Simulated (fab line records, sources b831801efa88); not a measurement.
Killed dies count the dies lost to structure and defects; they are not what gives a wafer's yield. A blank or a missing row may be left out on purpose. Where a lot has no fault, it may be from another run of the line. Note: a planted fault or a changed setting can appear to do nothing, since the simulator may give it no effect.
Which tool did it? / flow gf180mcu / 39 wafers from 13 lots sampled at 4 of the route's 602 steps

== WHAT THE GAUGES READ, wafer by wafer ==
GF_PSD_TW_MEAS_11. Usual: PSD_TW typically reads 3173, with standard deviation 24.
lot=L854; measured=day 14 08:22; on=filmMetro-04; PSD_TW=3161 3157 3165; flag=
lot=L855; measured=day 14 15:21; on=filmMetro-04; PSD_TW=3160 3144 3157; flag=
lot=L856; measured=day 15 01:32; on=filmMetro-01; PSD_TW=3148 3148 3149; flag=
lot=L857; measured=day 15 06:34; on=filmMetro-01; PSD_TW=3148 3133 3139; flag=
lot=L858; measured=day 15 19:12; on=filmMetro-04; PSD_TW=3187 3169 3162; flag=
lot=L862; measured=day 17 01:13; on=filmMetro-04; PSD_TW=3182 3174 3190; flag=
lot=L863; measured=day 17 12:19; on=filmMetro-04; PSD_TW=3174 3166 3168; flag=
lot=L864; measured=day 17 20:03; on=filmMetro-04; PSD_TW=3175 3158 3161; flag=
lot=L865; measured=day 18 10:11; on=filmMetro-02; PSD_TW=3217 3209 3218; flag=
lot=L868; measured=day 19 13:21; on=filmMetro-02; PSD_TW=3198 3206 3192; flag=
lot=L875; measured=day 21 17:50; on=filmMetro-02; PSD_TW=3213 3207 3198; flag=
lot=L876; measured=day 21 19:20; on=filmMetro-01; PSD_TW=3129 3153 3125; flag=
lot=L877; measured=day 22 06:26; on=filmMetro-02; PSD_TW=3196 3184 3193; flag=

GF_SAB_CD_MEAS_09: the cd target is 420 nm. Usual: 419.1 nm for cdNm, sd 2.2.
lot=L854; measured=day 15 05:52; on=cdSem-01; cdNm (nm)=417.8 415.6 415.7; flag=
lot=L855; measured=day 15 12:34; on=cdSem-02; cdNm (nm)=420.7 417.0 420.5; flag=
lot=L856; measured=day 15 23:34; on=cdSem-02; cdNm (nm)=421.9 424.0 422.6; flag=
lot=L857; measured=day 16 04:33; on=cdSem-01; cdNm (nm)=423.7 422.3 422.6; flag=
lot=L858; measured=day 16 17:23; on=cdSem-02; cdNm (nm)=416.4 416.5 417.4; flag=
lot=L862; measured=day 18 00:50; on=cdSem-02; cdNm (nm)=419.5 418.7 418.2; flag=
lot=L863; measured=day 18 12:01; on=cdSem-01; cdNm (nm)=415.3 417.3 416.4; flag=
lot=L864; measured=day 18 20:08; on=cdSem-02; cdNm (nm)=416.9 417.8 419.3; flag=
lot=L865; measured=day 19 10:35; on=cdSem-02; cdNm (nm)=447.2 446.8 445.9; flag=OFF
lot=L868; measured=day 20 13:59; on=cdSem-02; cdNm (nm)=420.1 421.1 419.3; flag=
lot=L875; measured=day 22 17:34; on=cdSem-02; cdNm (nm)=415.4 417.8 415.9; flag=
lot=L876; measured=day 22 19:04; on=cdSem-01; cdNm (nm)=421.3 421.5 420.5; flag=
lot=L877; measured=day 23 06:17; on=cdSem-02; cdNm (nm)=418.6 418.5 420.4; flag=

== EACH LOT AND THE TOOL THAT RAN IT (in order: tool; ch and the chambers of the sampled wafers; start) ==
lot=L854; GF_SAB_CVD_00=pecvd-02 ch 0,2, day 14 08:47; GF_SAB_EXPOSE_06=ilineStepper-01 ch 0, day 14 19:35
lot=L855; GF_SAB_CVD_00=pecvd-02 ch 0,2, day 14 15:46; GF_SAB_EXPOSE_06=ilineStepper-02 ch 0, day 15 02:09
lot=L856; GF_SAB_CVD_00=pecvd-02 ch 1,2, day 15 01:58; GF_SAB_EXPOSE_06=ilineStepper-01 ch 0, day 15 12:49
lot=L857; GF_SAB_CVD_00=pecvd-04 ch 0,1, day 15 06:59; GF_SAB_EXPOSE_06=ilineStepper-02 ch 0, day 15 18:16
lot=L858; GF_SAB_CVD_00=pecvd-01 ch 0,2, day 15 19:37; GF_SAB_EXPOSE_06=ilineStepper-01 ch 0, day 16 06:41
lot=L862; GF_SAB_CVD_00=pecvd-01 ch 0,1, day 17 01:39; GF_SAB_EXPOSE_06=ilineStepper-01 ch 0, day 17 13:08
lot=L863; GF_SAB_CVD_00=pecvd-02 ch 0,1,2, day 17 12:44; GF_SAB_EXPOSE_06=ilineStepper-01 ch 0, day 18 00:33
lot=L864; GF_SAB_CVD_00=pecvd-02 ch 0,2, day 17 20:29; GF_SAB_EXPOSE_06=ilineStepper-01 ch 0, day 18 08:40
lot=L865; GF_SAB_CVD_00=pecvd-04 ch 0,2, day 18 10:37; GF_SAB_EXPOSE_06=ilineStepper-02 ch 0, day 18 22:16
lot=L868; GF_SAB_CVD_00=pecvd-04 ch 0,2, day 19 13:47; GF_SAB_EXPOSE_06=ilineStepper-02 ch 0, day 20 01:54
lot=L875; GF_SAB_CVD_00=pecvd-04 ch 0,2, day 21 18:16; GF_SAB_EXPOSE_06=ilineStepper-01 ch 0, day 22 06:17
lot=L876; GF_SAB_CVD_00=pecvd-02 ch 0,1,2, day 21 19:46; GF_SAB_EXPOSE_06=ilineStepper-01 ch 0, day 22 07:38
lot=L877; GF_SAB_CVD_00=pecvd-04 ch 0,2, day 22 06:53; GF_SAB_EXPOSE_06=ilineStepper-02 ch 0, day 22 18:39
- GF_SAB_CVD_00: deposits SiO2 from TEOS, target thk 50 nm, time 4.9302 s.
- GF_SAB_EXPOSE_06: exposes mask SAB, target cd 420 nm.

== AS READ BY THE TOOLS THEMSELVES (means over the sampled wafers that have a number; for cases with no such wafer, the mark the record gives instead) ==
GF_SAB_CVD_00. Usual: 633 W for heaterPowerW, sd 55.
lot=L854; tool=pecvd-02; heaterPowerW (W)=659; flag=
lot=L855; tool=pecvd-02; heaterPowerW (W)=644; flag=
lot=L856; tool=pecvd-02; heaterPowerW (W)=637; flag=
lot=L857; tool=pecvd-04; heaterPowerW (W)=601; flag=
lot=L858; tool=pecvd-01; heaterPowerW (W)=634; flag=
lot=L862; tool=pecvd-01; heaterPowerW (W)=717; flag=
lot=L863; tool=pecvd-02; heaterPowerW (W)=616; flag=
lot=L864; tool=pecvd-02; heaterPowerW (W)=578; flag=
lot=L865; tool=pecvd-04; heaterPowerW (W)=613; flag=
lot=L868; tool=pecvd-04; heaterPowerW (W)=625; flag=
lot=L875; tool=pecvd-04; heaterPowerW (W)=611; flag=
lot=L876; tool=pecvd-02; heaterPowerW (W)=671; flag=
lot=L877; tool=pecvd-04; heaterPowerW (W)=617; flag=

GF_SAB_EXPOSE_06. Usual: 140.6 for exposureDoseMJCm2, sd 0.57.
lot=L854 tool=ilineStepper-01 exposureDoseMJCm2=141.2 flag=
lot=L855 tool=ilineStepper-02 exposureDoseMJCm2=139.9 flag=
lot=L856 tool=ilineStepper-01 exposureDoseMJCm2=141.2 flag=
lot=L857 tool=ilineStepper-02 exposureDoseMJCm2=140.0 flag=
lot=L858 tool=ilineStepper-01 exposureDoseMJCm2=141.0 flag=
lot=L862 tool=ilineStepper-01 exposureDoseMJCm2=141.1 flag=
lot=L863 tool=ilineStepper-01 exposureDoseMJCm2=141.2 flag=
lot=L864 tool=ilineStepper-01 exposureDoseMJCm2=141.1 flag=
lot=L865 tool=ilineStepper-02 exposureDoseMJCm2=140.1 flag=
lot=L868 tool=ilineStepper-02 exposureDoseMJCm2=140.1 flag=
lot=L875 tool=ilineStepper-01 exposureDoseMJCm2=140.9 flag=
lot=L876 tool=ilineStepper-01 exposureDoseMJCm2=141.0 flag=
lot=L877 tool=ilineStepper-02 exposureDoseMJCm2=140.1 flag=

== THE ANSWER, worked out from the rows above alone ==
Rule: a lot is off if the mean of its wafers that have a number lies more than 3 standard deviations from the usual mean. Also off: a lot with no number at a reading for which 4 or more lots have one. Any other lot the step has rows for is counted as sound. The gauges are gone through in route order, then the tools' own readings, and for those a lot's mean is taken as printed above. At the first step where some lot is off, the reading lying furthest off is the one used; lots without a number count as furthest.
Off, at GF_SAB_CD_MEAS_09 on cdNm: L865.
If a tool, at a process step before that reading, ran all the lots that are off and no sound lot after the first of them, it fits. Those tools and the gauges at GF_SAB_CD_MEAS_09 are tried in the same way. Of those tried, none fits.

== WHAT THE SIMULATOR HAD INSERTED ==
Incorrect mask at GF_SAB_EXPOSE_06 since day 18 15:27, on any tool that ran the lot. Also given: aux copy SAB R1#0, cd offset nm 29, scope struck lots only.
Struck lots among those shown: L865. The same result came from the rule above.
